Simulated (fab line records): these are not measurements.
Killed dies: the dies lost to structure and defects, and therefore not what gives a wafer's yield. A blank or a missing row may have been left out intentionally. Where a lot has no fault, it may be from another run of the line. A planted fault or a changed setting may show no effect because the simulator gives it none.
What tool caused it? | flow sky130 | 12 lots with 36 wafers sampled at 3 steps, on a route of 708 steps

== WHAT THE GAUGES READ, wafer by wafer ==
SKY_METAL2_OVL_MEAS_16. Usual: for METAL2_OVL the level is 0 nm and the standard deviation is 5.4.
lot  | measured     | on         | METAL2_OVL (nm) | flag
L980 | day 35 18:58 | overlay-02 | 0 -2 5          |
L981 | day 35 21:31 | overlay-01 | 5 6 4           |
L982 | day 36 09:10 | overlay-01 | -4 -2 -3        |
L983 | day 36 20:00 | overlay-02 | -1 5 1          |
L985 | day 37 06:52 | overlay-02 | 7 6 11          |
L989 | day 38 11:57 | overlay-02 | -1 -6 2         |
L992 | day 38 22:07 | overlay-01 | 1 -4 0          |
L998 | day 40 11:31 | overlay-01 | 2 -7 1          |
L999 | day 40 17:48 | overlay-02 | -9 -1 -3        |
L101 | day 41 11:42 | overlay-02 | 15 7 7          |
L102 | day 41 12:52 | overlay-01 | 1 2 5           |
L103 | day 41 19:43 | overlay-02 | 3 3 4           |

== EACH LOT AND THE TOOL THAT RAN IT (in order: tool; ch and the chambers of the sampled wafers; start) ==
lot  | SKY_METAL2_SPUTTER_03        | SKY_METAL2_SPUTTER_04
L980 | pvd sputter-04, day 34 16:10 | pvd sputter-04, day 34 16:11
L981 | pvd sputter-04, day 34 18:56 | pvd sputter-04, day 34 18:57
L982 | pvd sputter-01, day 35 06:35 | pvd sputter-01, day 35 06:36
L983 | pvd sputter-01, day 35 17:59 | pvd sputter-01, day 35 18:01
L985 | pvd sputter-03, day 36 05:12 | pvd sputter-03, day 36 05:13
L989 | pvd sputter-04, day 37 10:31 | pvd sputter-04, day 37 10:32
L992 | pvd sputter-04, day 37 21:05 | pvd sputter-04, day 37 21:06
L998 | pvd sputter-04, day 39 11:10 | pvd sputter-04, day 39 11:11
L999 | pvd sputter-01, day 39 17:11 | pvd sputter-01, day 39 17:12
L101 | pvd sputter-04, day 40 12:04 | pvd sputter-04, day 40 12:05
L102 | pvd sputter-01, day 40 12:20 | pvd sputter-01, day 40 12:21
L103 | pvd sputter-01, day 40 19:03 | pvd sputter-01, day 40 19:04
- SKY_METAL2_SPUTTER_03: material Ti, target thk 5 nm, time 3.3 s.
- SKY_METAL2_SPUTTER_04: material TiN, target thk 70 nm, time 58.3 s.

== AS READ BY THE TOOLS THEMSELVES (means over the sampled wafers that have a number; for cases with no such wafer, the mark the record gives instead) ==
SKY_METAL2_SPUTTER_03. Usual: cathode dc power W 3000.0 W, standard deviation 0.6; chamber pressure pa 0.4000 Pa, standard deviation 0.00073; throttle valve pct 29.6 %, standard deviation 0.85.
lot  | tool           | cathode dc power W (W) | chamber pressure pa (Pa) | throttle valve pct (%) | flag
L980 | pvd sputter-04 | 2999.6                 | 0.3997                   | 29.5                   |
L981 | pvd sputter-04 | 3000.2                 | 0.3999                   | 29.1                   |
L982 | pvd sputter-01 | 3000.0                 | 0.3998                   | 29.8                   |
L983 | pvd sputter-01 | 2999.9                 | 0.3996                   | 29.7                   |
L985 | pvd sputter-03 | 3000.3                 | 0.4000                   | 29.3                   |
L989 | pvd sputter-04 | 2999.5                 | 0.3992                   | 29.1                   |
L992 | pvd sputter-04 | 3000.2                 | 0.4006                   | 29.4                   |
L998 | pvd sputter-04 | 2999.9                 | 0.3998                   | 29.1                   |
L999 | pvd sputter-01 | 3000.1                 | 0.4001                   | 29.4                   |
L101 | pvd sputter-04 | 3000.1                 | 0.3991                   | 28.4                   |
L102 | pvd sputter-01 | 2999.8                 | 0.4001                   | 29.8                   |
L103 | pvd sputter-01 | 3000.0                 | 0.3997                   | 29.7                   |

SKY_METAL2_SPUTTER_04. Usual: cathode dc power W 6500.1 W, standard deviation 1.2; chamber pressure pa 0.4000 Pa, standard deviation 0.00085; throttle valve pct 29.6 %, standard deviation 0.86.
lot  | tool           | cathode dc power W (W) | chamber pressure pa (Pa) | throttle valve pct (%) | flag
L980 | pvd sputter-04 | 6500.6                 | 0.4010                   | 29.4                   |
L981 | pvd sputter-04 | 6500.2                 | 0.3996                   | 28.8                   |
L982 | pvd sputter-01 | 6499.7                 | 0.4006                   | 29.8                   |
L983 | pvd sputter-01 | 6500.6                 | 0.3993                   | 29.8                   |
L985 | pvd sputter-03 | 6501.2                 | 0.4001                   | 29.5                   |
L989 | pvd sputter-04 | 6499.9                 | 0.4000                   | 28.9                   |
L992 | pvd sputter-04 | 6498.7                 | 0.4011                   | 29.3                   |
L998 | pvd sputter-04 | 6499.7                 | 0.4004                   | 29.1                   |
L999 | pvd sputter-01 | 6500.7                 | 0.3993                   | 29.4                   |
L101 | pvd sputter-04 | 6499.4                 | 0.4001                   | 28.4                   |
L102 | pvd sputter-01 | 6499.9                 | 0.4001                   | 29.8                   |
L103 | pvd sputter-01 | 6500.8                 | 0.4001                   | 29.9                   |

== THE ANSWER, worked out from the rows above alone ==
Rule: a lot is off if the mean of its wafers that have a number lies more than 3 standard deviations from the usual mean. Also off: a lot with no number at a reading for which 4 or more lots have one. Where the step has rows for the other lots, those lots are counted as sound. Order of review: gauges by route order, followed by the tools' own readings, for which a lot's mean as printed above is used. The first step at which some lot is off is used, and at that step the reading that is off furthest; a lot without a number counts as furthest.
Across all readings shown, no lot is off: no conclusion can be drawn from this.

== WHAT HAD BEEN PUT IN BY THE SIMULATOR ==
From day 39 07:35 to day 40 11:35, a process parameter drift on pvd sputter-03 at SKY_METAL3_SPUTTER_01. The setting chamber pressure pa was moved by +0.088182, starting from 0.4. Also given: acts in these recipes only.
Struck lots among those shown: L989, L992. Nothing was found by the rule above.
